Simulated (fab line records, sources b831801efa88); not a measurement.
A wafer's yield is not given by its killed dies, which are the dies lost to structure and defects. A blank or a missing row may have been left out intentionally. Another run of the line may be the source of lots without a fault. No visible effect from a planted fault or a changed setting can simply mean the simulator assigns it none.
The tool behind it: which one? -- flow gf180mcu -- 72 wafers from 24 lots sampled at 6 of the route's 602 steps

WHAT EACH GAUGE READ, for each wafer
GF_PASSIVATION_BOW_MEAS_14. Usual: PASSIVATION_BOW typically reads 138 um, with standard deviation 11.
lot,measured,on,PASSIVATION_BOW (um),flag
L074,day 28 23:10,film-metro-02,141 156 145,
L075,day 29 20:52,film-metro-01,135 146 135,
L077,day 30 04:58,film-metro-02,123 129 131,
L076,day 30 07:07,film-metro-02,119 132 123,
L078,day 30 10:58,film-metro-01,145 136 141,
L079,day 30 21:52,film-metro-02,141 125 139,
L080,day 30 23:15,film-metro-01,145 142 135,
L081,day 31 10:15,film-metro-02,142 132 146,
L082,day 31 15:43,film-metro-01,144 149 144,
L083,day 32 00:46,film-metro-03,129 141 129,
L084,day 32 01:43,film-metro-01,159 150 142,
L085,day 32 09:17,film-metro-03,119 125 133,
L086,day 32 10:52,film-metro-01,116 121 124,
L087,day 32 16:09,film-metro-02,150 156 136,
L088,day 33 00:26,film-metro-03,120 115 113,
L089,day 33 06:36,film-metro-03,141 136 139,
L090,day 33 11:40,film-metro-01,123 161 171,
L091,day 33 16:12,film-metro-03,123 140 133,
L092,day 34 00:45,film-metro-02,151 147 154,
L093,day 34 02:50,film-metro-03,149 134 137,
L094,day 34 10:06,film-metro-02,138 141 146,
L095,day 34 17:06,film-metro-01,140 138 129,
L096,day 34 19:28,film-metro-02,147 140 146,
L097,day 34 21:41,film-metro-03,135 144 137,

WHAT TOOL EACH LOT RAN ON (gives the tool, then ch and the chambers of the sampled wafers, and finally the start)
lot,GF_HV_LDD_STRIP_37,GF_CONTACT_ETCH_17,GF_M1_SPUTTER_02,GF_V3_ETCH_16,GF_V4_CVD_02
L074,"plasma-asher-03 ch 0,1, day 11 15:05","rie-diel-02 ch 0,1,2, day 16 01:43 or earlier","pvd-sputter-04, day 16 01:43","rie-diel-01 ch 0,1,2, day 22 08:34","pecvd-01 ch 0,1,2, day 23 09:23"
L075,"plasma-asher-02 ch 1, day 12 11:35","rie-diel-02 ch 1,2, day 17 03:50 or earlier","pvd-sputter-01, day 17 03:50","rie-diel-03 ch 1,2,3, day 23 09:32","pecvd-04 ch 1,2, day 24 10:14"
L077,"plasma-asher-04 ch 0,1, day 12 18:50","rie-diel-04 ch 0,1, day 17 12:23 or earlier","pvd-sputter-02, day 17 12:23","rie-diel-01 ch 0,1,2, day 23 17:17","pecvd-01 ch 0,1,2, day 24 17:54"
L076,"plasma-asher-02 ch 0,1, day 12 20:22","rie-diel-04 ch 2,3, day 17 15:24 or earlier","pvd-sputter-04, day 17 15:24","rie-diel-03 ch 0,2, day 23 21:35","pecvd-02 ch 0,1, day 24 21:02"
L078,"plasma-asher-02 ch 0,1, day 13 02:51","rie-diel-01 ch 0,1, day 17 23:24 or earlier","pvd-sputter-01, day 17 23:24","rie-diel-01 ch 1,2,3, day 24 03:43","pecvd-02 ch 1,2, day 25 03:47"
L079,"plasma-asher-02 ch 0,1, day 13 13:55","rie-diel-02 ch 1,2,3, day 18 09:49 or earlier","pvd-sputter-01, day 18 09:49","rie-diel-04 ch 0,1,2, day 24 14:25","pecvd-01 ch 0,1,2, day 25 14:37"
L080,"plasma-asher-04 ch 0,1, day 13 15:23","rie-diel-01 ch 1,3, day 18 11:11 or earlier","pvd-sputter-01, day 18 11:11","rie-diel-03 ch 0,1,3, day 24 16:01","pecvd-01 ch 0,1,2, day 25 16:08"
L081,"plasma-asher-02 ch 0,1, day 14 04:11","rie-diel-04 ch 0,2,3, day 19 01:17 or earlier","pvd-sputter-04, day 19 01:17","rie-diel-04 ch 0,1,3, day 25 04:49","pecvd-01 ch 1,2, day 26 04:28"
L082,"plasma-asher-02 ch 0,1, day 14 08:48","rie-diel-02 ch 0,1, day 19 09:56 or earlier","pvd-sputter-02, day 19 09:56","rie-diel-01 ch 0,2,3, day 25 11:55","pecvd-01 ch 0,1,2, day 26 11:37"
L083,"plasma-asher-04 ch 0,1, day 14 21:43","rie-diel-04 ch 0,1, day 19 23:04 or earlier","pvd-sputter-01, day 19 23:04","rie-diel-04 ch 0,1, day 26 00:05","pecvd-01 ch 0,1, day 26 23:11"
L084,"plasma-asher-04 ch 0,1, day 14 22:01","rie-diel-01 ch 0,1,2, day 20 00:37 or earlier","pvd-sputter-04, day 20 00:37","rie-diel-01 ch 0,2,3, day 26 01:02","pecvd-04 ch 1,2, day 26 23:53"
L085,"plasma-asher-04 ch 0,1, day 15 07:37","rie-diel-02 ch 1,2, day 20 11:02 or earlier","pvd-sputter-01, day 20 11:02","rie-diel-04 ch 0,2, day 26 09:16","pecvd-02 ch 0,1,2, day 27 08:17"
L086,"plasma-asher-04 ch 0,1, day 15 11:46","rie-diel-04 ch 0,1,2, day 20 13:53 or earlier","pvd-sputter-01, day 20 13:53","rie-diel-01 ch 0,2,3, day 26 12:13","pecvd-01 ch 0,1,2, day 27 10:54"
L087,"plasma-asher-02 ch 0,1, day 15 17:18","rie-diel-02 ch 0,2,3, day 20 22:20 or earlier","pvd-sputter-02, day 20 22:20","rie-diel-01 ch 0,2, day 26 19:01","pecvd-02 ch 0,2, day 27 17:37"
L088,"plasma-asher-02 ch 0,1, day 16 01:19","rie-diel-04 ch 0,1,3, day 21 07:01 or earlier","pvd-sputter-02, day 21 07:01","rie-diel-01 ch 0,1,2, day 27 03:26","pecvd-02 ch 0,2, day 28 02:19"
L089,"plasma-asher-04 ch 0,1, day 16 11:01","rie-diel-02 ch 0,1,3, day 21 16:35 or earlier","pvd-sputter-02, day 21 16:35","rie-diel-03 ch 0,1,3, day 27 11:46","pecvd-01 ch 0,1,2, day 28 10:12"
L090,"plasma-asher-02 ch 0,1, day 16 15:38","rie-diel-01 ch 0,3, day 21 23:25 or earlier","pvd-sputter-04, day 21 23:25","rie-diel-03 ch 0,3, day 27 16:31","pecvd-04 ch 1,2, day 28 14:59"
L091,"plasma-asher-04 ch 0, day 16 22:32","rie-diel-01 ch 2,3, day 22 05:19 or earlier","pvd-sputter-01, day 22 05:19","rie-diel-04 ch 0,1,2, day 27 21:59","pecvd-01 ch 1,2, day 28 20:47"
L092,"plasma-asher-02 ch 0,1, day 17 13:55","rie-diel-01 ch 0,1,2, day 22 19:57 or earlier","pvd-sputter-01, day 22 19:57","rie-diel-04 ch 1,2, day 28 10:43","pecvd-02 ch 0,2, day 29 08:08"
L093,"plasma-asher-03 ch 0,1, day 17 17:18","rie-diel-04 ch 1,2,3, day 23 01:11 or earlier","pvd-sputter-01, day 23 01:11","rie-diel-03 ch 0,2,3, day 28 14:41","pecvd-04 ch 0,1,2, day 29 12:29"
L094,"plasma-asher-04 ch 0,1, day 18 04:01","rie-diel-04 ch 0,1, day 23 12:31 or earlier","pvd-sputter-04, day 23 12:31","rie-diel-04 ch 0,1,2, day 28 23:01","pecvd-02 ch 1,2, day 29 20:19"
L095,"plasma-asher-03 ch 0,1, day 18 13:40","rie-diel-02 ch 1,2,3, day 23 19:06 or earlier","pvd-sputter-02, day 23 19:06","rie-diel-04 ch 1,2, day 29 07:41","pecvd-01 ch 1,2, day 30 05:08"
L096,"plasma-asher-03 ch 0,1, day 18 17:11","rie-diel-02 ch 0,2, day 23 23:02 or earlier","pvd-sputter-01, day 23 23:02","rie-diel-04 ch 0,1,2, day 29 09:59","pecvd-04 ch 1,2, day 30 07:30"
L097,"plasma-asher-04 ch 0,1, day 18 22:52","rie-diel-02 ch 0,2,3, day 24 05:00 or earlier","pvd-sputter-02, day 24 05:00","rie-diel-04 ch 0,2,3, day 29 14:05","pecvd-02 ch 0,1, day 30 11:40"
- GF_HV_LDD_STRIP_37: strips in O2/N2.
- GF_CONTACT_ETCH_17: etches SiO2 in C4F8/O2/Ar, stops on CoSi2, target depth 860 nm.
- GF_M1_SPUTTER_02: material AlCu, target thk 450 nm, time 23.9 s.
- GF_V3_ETCH_16: etches BARC in N2/H2.
- GF_V4_CVD_02: deposits SiO2 from TEOS, target thk 850 nm, time 94.851 s.

WHAT THE TOOLS THEMSELVES READ (means of the sampled wafers that have a number; where no wafer has one, the mark that the record gives instead)
GF_HV_LDD_STRIP_37. Usual: drypump-motor-current-A 5.8 A, standard deviation 0.48; heater-power-w 342 W, standard deviation 47; oes-product-au 0.716 a.u., standard deviation 0.0044; strip-time-to-endpoint-s 12.63 s, standard deviation 0.036.
lot,tool,drypump-motor-current-A (A),heater-power-w (W),oes-product-au (a.u.),strip-time-to-endpoint-s (s),flag
L074,plasma-asher-03,6.2,313,0.716,12.66,
L075,plasma-asher-02,6.2,324,0.714,12.63,
L077,plasma-asher-04,5.3,389,0.715,12.67,
L076,plasma-asher-02,6.1,324,0.717,12.62,
L078,plasma-asher-02,6.1,320,0.714,12.61,
L079,plasma-asher-02,6.1,322,0.717,12.59,
L080,plasma-asher-04,5.3,398,0.718,12.60,
L081,plasma-asher-02,6.1,323,0.718,12.64,
L082,plasma-asher-02,6.1,325,0.714,12.63,
L083,plasma-asher-04,5.2,353,0.713,12.65,
L084,plasma-asher-04,5.2,351,0.714,12.60,
L085,plasma-asher-04,5.3,387,0.715,12.66,
L086,plasma-asher-04,5.2,354,0.718,12.65,
L087,plasma-asher-02,6.1,327,0.716,12.64,
L088,plasma-asher-02,6.1,319,0.716,12.60,
L089,plasma-asher-04,5.2,351,0.715,12.59,
L090,plasma-asher-02,6.2,323,0.716,12.62,
L091,plasma-asher-04,5.4,431,0.715,12.57,
L092,plasma-asher-02,6.1,322,0.711,12.63,
L093,plasma-asher-03,6.2,309,0.718,12.66,
L094,plasma-asher-04,5.3,391,0.713,12.62,
L095,plasma-asher-03,5.9,326,0.712,12.61,
L096,plasma-asher-03,5.9,328,0.717,12.62,
L097,plasma-asher-04,5.2,354,0.713,12.65,

GF_CONTACT_ETCH_17. Usual: oes-product-au reads 0.815 a.u. (standard deviation 0.0052).
lot,tool,oes-product-au (a.u.),flag
L074,rie-diel-02,0.818,
L075,rie-diel-02,0.816,
L077,rie-diel-04,0.814,
L076,rie-diel-04,0.814,
L078,rie-diel-01,0.812,
L079,rie-diel-02,0.814,
L080,rie-diel-01,0.816,
L081,rie-diel-04,0.817,
L082,rie-diel-02,0.815,
L083,rie-diel-04,0.816,
L084,rie-diel-01,0.812,
L085,rie-diel-02,0.814,
L086,rie-diel-04,0.811,
L087,rie-diel-02,0.812,
L088,rie-diel-04,0.812,
L089,rie-diel-02,0.818,
L090,rie-diel-01,0.815,
L091,rie-diel-01,0.813,
L092,rie-diel-01,0.812,
L093,rie-diel-04,0.816,
L094,rie-diel-04,0.819,
L095,rie-diel-02,0.811,
L096,rie-diel-02,0.817,
L097,rie-diel-02,0.817,

GF_M1_SPUTTER_02. Usual: throttle-valve-pct reads 30.3 % (standard deviation 1.1).
lot,tool,throttle-valve-pct (%),flag
L074,pvd-sputter-04,30.2,
L075,pvd-sputter-01,31.1,
L077,pvd-sputter-02,29.6,
L076,pvd-sputter-04,30.1,
L078,pvd-sputter-01,30.7,
L079,pvd-sputter-01,30.4,
L080,pvd-sputter-01,30.3,
L081,pvd-sputter-04,30.0,
L082,pvd-sputter-02,30.7,
L083,pvd-sputter-01,29.9,
L084,pvd-sputter-04,30.1,
L085,pvd-sputter-01,30.7,
L086,pvd-sputter-01,30.8,
L087,pvd-sputter-02,30.6,
L088,pvd-sputter-02,30.2,
L089,pvd-sputter-02,29.9,
L090,pvd-sputter-04,29.8,
L091,pvd-sputter-01,30.8,
L092,pvd-sputter-01,30.4,
L093,pvd-sputter-01,30.9,
L094,pvd-sputter-04,29.7,
L095,pvd-sputter-02,30.0,
L096,pvd-sputter-01,31.3,
L097,pvd-sputter-02,30.7,

GF_V3_ETCH_16. Usual: drypump-motor-current-A 5.7 A, standard deviation 0.58; oes-product-au 0.854 a.u., standard deviation 0.0045; throttle-valve-pct 13.225 %, standard deviation 0.009.
lot,tool,drypump-motor-current-A (A),oes-product-au (a.u.),throttle-valve-pct (%),flag
L074,rie-diel-01,5.9,0.853,13.214,
L075,rie-diel-03,6.0,0.855,13.220,
L077,rie-diel-01,5.9,0.849,13.224,
L076,rie-diel-03,5.2,0.851,13.224,
L078,rie-diel-01,5.5,0.854,13.223,
L079,rie-diel-04,5.6,0.861,13.213,
L080,rie-diel-03,5.8,0.855,13.227,
L081,rie-diel-04,5.1,0.855,13.227,
L082,rie-diel-01,5.9,0.855,13.228,
L083,rie-diel-04,5.3,0.856,13.224,
L084,rie-diel-01,5.9,0.853,13.222,
L085,rie-diel-04,6.0,0.853,13.214,
L086,rie-diel-01,5.9,0.852,13.222,
L087,rie-diel-01,6.2,0.859,13.224,
L088,rie-diel-01,5.9,0.855,13.225,
L089,rie-diel-03,5.7,0.855,13.222,
L090,rie-diel-03,5.3,0.854,13.217,
L091,rie-diel-04,5.7,0.852,13.227,
L092,rie-diel-04,6.2,0.856,13.231,
L093,rie-diel-03,5.7,0.855,13.223,
L094,rie-diel-04,5.7,0.851,13.237,
L095,rie-diel-04,6.2,0.857,13.228,
L096,rie-diel-04,5.7,0.855,13.238,
L097,rie-diel-04,5.5,0.848,13.225,

GF_V4_CVD_02. Usual: heater-power-w reads 646 W (standard deviation 88).
lot,tool,heater-power-w (W),flag
L074,pecvd-01,680,
L075,pecvd-04,680,
L077,pecvd-01,661,
L076,pecvd-02,607,
L078,pecvd-02,661,
L079,pecvd-01,668,
L080,pecvd-01,626,
L081,pecvd-01,606,
L082,pecvd-01,653,
L083,pecvd-01,620,
L084,pecvd-04,609,
L085,pecvd-02,649,
L086,pecvd-01,664,
L087,pecvd-02,634,
L088,pecvd-02,662,
L089,pecvd-01,630,
L090,pecvd-04,613,
L091,pecvd-01,558,
L092,pecvd-02,637,
L093,pecvd-04,609,
L094,pecvd-02,697,
L095,pecvd-01,579,
L096,pecvd-04,688,
L097,pecvd-02,591,

THE ANSWER, worked out from the rows above alone
Rule: a lot is off if the mean of its wafers that have a number lies more than 3 standard deviations from the usual mean. A lot without any number at a reading at which 4 lots or more have one is off too. All remaining lots with rows at the step are treated as sound. First the gauges in route order, then the tools' own readings, where a lot's mean is used as printed above. At the first step where some lot is off, the reading lying furthest off is the one used; lots without a number count as furthest.
No lot is off on any of the readings shown, so nothing can be concluded from this.

WHAT THE SIMULATOR PUT IN
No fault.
